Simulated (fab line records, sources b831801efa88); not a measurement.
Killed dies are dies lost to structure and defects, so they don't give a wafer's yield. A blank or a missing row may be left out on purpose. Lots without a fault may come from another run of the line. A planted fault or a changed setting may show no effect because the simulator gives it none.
Which tool did it? | flow sky130 | 6 lots, 18 wafers sampled, at 2 steps of a route of 708

WHAT THE GAUGES READ, wafer by wafer
SKY_METAL5_RS_MEAS_05: measures by four-point-probe.
lot  | measured     | on            | METAL5_ALCU_RS (ohm/sq)
L478 | day 43 19:19 | film_metro-03 | 0.0275 0.0271 0.0274
L480 | day 44 03:35 | film_metro-01 | 0.0275 0.0273 0.0272
L482 | day 44 18:58 | film_metro-03 | 0.0276 0.0274 0.0274
L490 | day 47 01:59 | film_metro-03 | 0.0268 0.0272 0.0273
L495 | day 48 03:20 | film_metro-01 | 0.0271 0.0267 0.0268
L497 | day 48 13:10 | film_metro-01 | 0.0267 0.0268 0.0269

WHICH TOOL RAN EACH LOT (tool, then ch and the chambers of the sampled wafers, then the start)
lot  | SKY_VIA4_SPUTTER_17
L478 | pvd_sputter-01, day 43 18:27
L480 | pvd_sputter-02, day 44 02:43
L482 | pvd_sputter-01, day 44 17:40
L490 | pvd_sputter-02, day 47 01:06
L495 | pvd_sputter-01, day 48 02:13
L497 | pvd_sputter-02, day 48 12:13
- SKY_VIA4_SPUTTER_17: material TiN, target thk 20 nm, time 80 s.

THE ANSWER, worked out from the rows above alone
Rule: what is usual is taken from the lots themselves. Put in order of their means at a reading, lots are off if they are a third of the lots or fewer, leave a main group of 4 or more, and stand apart from it by a gap of 3 or more times the standard deviation of the main group's means; of several such gaps the widest counts. A main group whose means are all the same, to the digits that the tables above print for the reading, isn't used. A lot without any number at a reading at which 4 lots or more have one is off too. The other lots that the step has rows for count as sound.
No lot is off at any reading shown: from this, nothing can be told.

WHAT THE SIMULATOR HAD PUT IN
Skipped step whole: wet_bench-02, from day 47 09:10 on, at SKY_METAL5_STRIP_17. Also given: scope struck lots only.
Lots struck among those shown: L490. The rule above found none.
